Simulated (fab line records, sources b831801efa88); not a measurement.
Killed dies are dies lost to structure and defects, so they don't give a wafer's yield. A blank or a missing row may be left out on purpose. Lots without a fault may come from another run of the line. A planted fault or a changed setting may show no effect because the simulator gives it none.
Which tool did it? | flow gf180mcu | 13 lots, 39 wafers sampled, at 5 steps of a route of 602

WHAT THE GAUGES READ, wafer by wafer
GF_HV_LDD_OVL_MEAS_20.
lot  | measured     | on         | HV_LDD_01_OVL (nm)
L460 | day 11 00:14 | overlay-02 | -0.2 0.0 1.3
L461 | day 11 03:38 | overlay-02 | 1.5 3.3 1.8
L463 | day 11 15:38 | overlay-02 | 3.2 0.7 3.6
L468 | day 13 05:47 | overlay-02 | -0.1 0.1 0.9
L469 | day 13 20:04 | overlay-02 | 3.1 3.4 1.1
L472 | day 14 12:44 | overlay-01 | 1.6 -0.7 0.0
L474 | day 15 11:34 | overlay-01 | 4.7 3.7 4.5
L475 | day 15 20:55 | overlay-01 | 0.1 0.7 0.3
L477 | day 16 07:05 | overlay-02 | 2.6 1.1 0.7
L479 | day 16 21:43 | overlay-01 | 1.0 -0.4 1.3
L481 | day 17 10:35 | overlay-02 | 2.2 0.9 2.6
L482 | day 17 21:10 | overlay-02 | 1.4 2.0 0.7
L483 | day 18 01:50 | overlay-02 | 0.9 1.5 2.3

GF_NSD_CD_MEAS_07: target cd 400 nm.
lot  | measured     | on        | cd_nm (nm)
L460 | day 13 13:46 | cd_sem-01 | 401.9 403.2 403.9
L461 | day 13 18:53 | cd_sem-02 | 398.2 395.9 399.5
L463 | day 14 09:13 | cd_sem-01 | 400.7 402.0 402.3
L468 | day 15 23:28 | cd_sem-02 | 384.5 385.9 386.4 385.0 385.8 386.3
L469 | day 16 17:16 | cd_sem-01 | 388.8 388.1 388.1 388.6 387.9 388.2
L472 | day 17 11:40 | cd_sem-02 | 402.6 402.7 401.7
L474 | day 18 11:58 | cd_sem-01 | 401.5 400.5 400.5
L475 | day 18 21:55 | cd_sem-02 | 399.6 401.6 401.6
L477 | day 19 08:17 | cd_sem-01 | 396.4 398.1 396.1
L479 | day 20 00:55 | cd_sem-01 | 395.6 398.9 397.1
L481 | day 20 15:08 | cd_sem-01 | 399.7 399.8 401.6
L482 | day 21 02:11 | cd_sem-02 | 397.0 399.1 397.8
L483 | day 21 06:22 | cd_sem-02 | 399.4 400.8 398.0

GF_PSD_TW_MEAS_11.
lot  | measured     | on            | PSD_TW
L460 | day 14 11:05 | film_metro-01 | 3219 3211 3202
L461 | day 14 16:06 | film_metro-02 | 3172 3164 3158
L463 | day 15 07:14 | film_metro-01 | 3219 3192 3203
L468 | day 16 22:37 | film_metro-01 | 3230 3227 3236
L469 | day 17 16:35 | film_metro-02 | 3137 3139 3142
L472 | day 18 11:34 | film_metro-02 | 3138 3159 3136
L474 | day 19 12:50 | film_metro-03 | 3187 3211 3203
L475 | day 19 23:22 | film_metro-01 | 3230 3225 3240
L477 | day 20 10:09 | film_metro-03 | 3183 3173 3159
L479 | day 21 01:36 | film_metro-01 | 3221 3215 3214
L481 | day 21 15:53 | film_metro-03 | 3181 3176 3165
L482 | day 22 02:46 | film_metro-02 | 3170 3163 3160
L483 | day 22 06:31 | film_metro-02 | 3162 3170 3182

WHICH TOOL RAN EACH LOT (tool, then ch and the chambers of the sampled wafers, then the start)
lot  | GF_NSD_COAT_02                    | GF_NSD_STRIP_11
L460 | litho_track-02 ch 0, day 13 03:37 | plasma_asher-03 ch 0,1, day 13 14:13
L461 | litho_track-03 ch 0, day 13 08:08 | plasma_asher-02 ch 0,1, day 13 19:19
L463 | litho_track-02 ch 0, day 13 22:49 | plasma_asher-04 ch 0,1, day 14 09:40
L468 | litho_track-02 ch 0, day 15 12:46 | plasma_asher-04 ch 1, day 16 04:34
L469 | litho_track-02 ch 0, day 16 05:52 | plasma_asher-04 ch 0,1, day 16 23:25
L472 | litho_track-03 ch 0, day 17 00:00 | plasma_asher-04 ch 0,1, day 17 12:07
L474 | litho_track-03 ch 0, day 18 01:06 | plasma_asher-03 ch 0,1, day 18 12:26
L475 | litho_track-03 ch 0, day 18 09:20 | plasma_asher-02 ch 0,1, day 18 22:22
L477 | litho_track-02 ch 0, day 18 20:29 | plasma_asher-03 ch 0,1, day 19 08:43
L479 | litho_track-02 ch 0, day 19 12:20 | plasma_asher-02 ch 0,1, day 20 01:21
L481 | litho_track-03 ch 0, day 20 03:23 | plasma_asher-03 ch 0,1, day 20 15:34
L482 | litho_track-03 ch 0, day 20 14:08 | plasma_asher-02 ch 0,1, day 21 02:37
L483 | litho_track-04 ch 0, day 20 17:47 | plasma_asher-04 ch 0,1, day 21 06:49
- GF_NSD_COAT_02: resist thk 1000 nm.
- GF_NSD_STRIP_11: strips in O2/N2.

WHAT THE TOOLS THEMSELVES READ (means of the sampled wafers that have a number; where no wafer has one, the mark that the record gives instead)
GF_NSD_STRIP_11.
lot  | tool            | drypump_motor_current_A (A) | heater_power_w (W) | oes_product_au (a.u.) | strip_time_to_endpoint_s (s)
L460 | plasma_asher-03 | 5.7                         | 344                | 0.482                 | 22.98
L461 | plasma_asher-02 | 6.2                         | 300                | 0.490                 | 23.01
L463 | plasma_asher-04 | 5.4                         | 339                | 0.491                 | 22.97
L468 | plasma_asher-04 | 5.8                         | 361                | 0.503                 | 24.71
L469 | plasma_asher-04 | 5.4                         | 341                | 0.506                 | 24.73
L472 | plasma_asher-04 | 5.4                         | 332                | 0.486                 | 22.93
L474 | plasma_asher-03 | 5.8                         | 334                | 0.490                 | 22.96
L475 | plasma_asher-02 | 6.3                         | 309                | 0.489                 | 22.98
L477 | plasma_asher-03 | 5.7                         | 347                | 0.490                 | 22.95
L479 | plasma_asher-02 | 6.2                         | 294                | 0.486                 | 22.92
L481 | plasma_asher-03 | 5.8                         | 340                | 0.488                 | 22.98
L482 | plasma_asher-02 | 6.2                         | 299                | 0.488                 | 22.94
L483 | plasma_asher-04 | 5.6                         | 347                | 0.495                 | 22.89

THE ANSWER, worked out from the rows above alone
Rule: what is usual is taken from the lots themselves. Put in order of their means at a reading, lots are off if they are a third of the lots or fewer, leave a main group of 4 or more, and stand apart from it by a gap of 3 or more times the standard deviation of the main group's means; of several such gaps the widest counts. A main group whose means are all the same, to the digits that the tables above print for the reading, isn't used. A lot without any number at a reading at which 4 lots or more have one is off too. The other lots that the step has rows for count as sound. The gauges are gone through in route order, then the tools' own readings, and for those a lot's mean is taken as printed above. The first step at which some lot is off is used, and at that step the reading that is off furthest; a lot without a number counts as furthest.
Off: L468, L469, at GF_NSD_CD_MEAS_07 (cd_nm). The main group: mean 399.9 nm, standard deviation 2.
A tool fits if, at a process step before that reading, it ran every lot that is off, and no sound lot after the first of them. The gauges at GF_NSD_CD_MEAS_07 aren't tried: what is off there is off at GF_NSD_STRIP_11 too, on other tools, and a gauge's error can't cause that. None of those tried fits.

WHAT THE SIMULATOR HAD PUT IN
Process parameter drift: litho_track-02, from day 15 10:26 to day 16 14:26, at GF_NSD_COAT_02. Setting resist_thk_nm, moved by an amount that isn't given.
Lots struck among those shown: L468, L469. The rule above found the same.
